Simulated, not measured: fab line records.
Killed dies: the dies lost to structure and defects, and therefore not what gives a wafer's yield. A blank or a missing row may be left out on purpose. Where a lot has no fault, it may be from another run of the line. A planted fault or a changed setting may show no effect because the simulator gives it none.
Code-filled problem report in 8D (eight disciplines) form ; flow sky130 ; the parts of the form that need people (team, actions taken, sign-off) are left out

1. WHAT WENT WRONG
killed_at_M0_to_M3 at SKY_PAD_OPEN_PROBE_99 reads a mean of 95 on 2 wafers of 2 lots; wafers without a fault read 43 with a standard deviation of 6.9. Measured from the usual mean, that is +7.5 standard deviations.
First observed at day 46 19:30: wafer L660.5, on prober-01. Wafers with a number at this step in the record: 24, from 8 lots. Rule for "out" (also "out of limits"): further than 4 standard deviations from the usual mean. The other wafers with a number count as sound.

2. WHAT IT IS; WHAT IT IS NOT
question;is;is not
which readings at this step;killed_at_M0_to_M3, defect-limited-yield, killed-dies, sort_bin_3_pad_short, sort_bin_5_function, sort-n-pass, sort-yield-pct;killed_at_M4_up, killed-at-contacts, killed-at-front-end, killed-at-other, killed-open, killed-short
which lots;L660, L662;L658, L671, L672, L674, L676, L679
which wafers of those lots;L660.5, L662.5;L660.1, L660.6, L662.3, L662.4
read on which tools;prober-01;prober-02
when;from day 46 19:30;"up to then (4 sound wafers); but 18 sound wafers of L660, L662, L671, L672, L674, L676, L679 came after"

3. THE SUSPECTS, EACH WITH WHAT RULES IT OUT
Counting: if a tool at a process step up to the reading ran every lot that is out, it stays a suspect. Sound lots after the first of them don't rule it out here, since some wafers of a struck lot are sound.
- rie-diel-03 at SKY_VIA3_ETCH_15 (etches SiO2 in C4F8/O2/Ar, stops on TiN, target depth 507 nm, time 78 s): kept. It ran every lot that is out, first L660 (day 40 18:44); its last sound lot up to then is L658 (day 40 07:28).
- rie-diel-04 at SKY_PASSIVATION_ETCH_11 (etches the open film in CF4/O2, stops on AlCu, target depth 725 nm, time 161.1 s): kept. It ran every lot that is out, first L660 (day 45 20:02).
- prober-01 at SKY_PAD_OPEN_PROBE_99: kept. It ran every lot that is out, first L660 (day 46 19:18). Out on those wafers are its own readings of defect-limited-yield, killed_at_M0_to_M3, killed-dies, sort_bin_3_pad_short, sort_bin_5_function, sort-n-pass, sort-yield-pct.
- In rie-diel-03 at SKY_VIA3_ETCH_15, the wafers that are out were processed in chamber 3 and their sound lot-mates in chambers 0, 1, 2.
Still standing after the count: rie-diel-03 at SKY_VIA3_ETCH_15, rie-diel-04 at SKY_PASSIVATION_ETCH_11, prober-01 at SKY_PAD_OPEN_PROBE_99.

4. THE CAUSE (what the simulator had put in)
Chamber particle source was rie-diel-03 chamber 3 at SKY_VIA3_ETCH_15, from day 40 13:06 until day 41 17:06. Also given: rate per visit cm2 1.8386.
Counting left 3 suspects, and this tool is among them.

5. THE EFFECT CHAIN, in route order
One row per reading whose mean, taken over the struck wafers that have a number, lies over 3 standard deviations from the usual. Only readings whose record carries a usual standard deviation are examined. hours: median over the lots of the time between each lot's start at the first step of this table that gives one and its start at this step. sigmas: the change, counted in usual standard deviations.
hours;step;reading;usual;on struck wafers;change;sigmas
0;SKY_PAD_OPEN_PROBE_99;defect-limited-yield;83.0 %;71.5;-11.5;-6.0
0;SKY_PAD_OPEN_PROBE_99;killed_at_M0_to_M3;43;95;+52;+7.5
0;SKY_PAD_OPEN_PROBE_99;killed-dies;84;140;+56;+5.9
0;SKY_PAD_OPEN_PROBE_99;sort_bin_3_pad_short;0.9 %;4.0;+3.1;+6.7
0;SKY_PAD_OPEN_PROBE_99;sort_bin_5_function;10.0 %;17.2;+7.2;+5.1
0;SKY_PAD_OPEN_PROBE_99;sort-n-pass;408;352;-56;-5.9
0;SKY_PAD_OPEN_PROBE_99;sort-yield-pct;83.0 %;71.5;-11.5;-6.0
It contains these process steps:
- SKY_PAD_OPEN_PROBE_99

6. WHAT WOULD HAVE CAUGHT IT SOONER
150 hours passed between the start of the fault at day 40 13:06 and the first reading out of limits in this record, taken at day 46 19:30.
An alarm limit of 4 standard deviations would not have fired on the tool readings at SKY_VIA3_ETCH_15 for which the record gives a usual standard deviation, since none of them was out on any struck wafer.
The start of SKY_VIA3_ETCH_15 on rie-diel-03 came by day 46 19:30 for every one of the lots that are out (2). Holding the tool at that point would not have protected any of them.
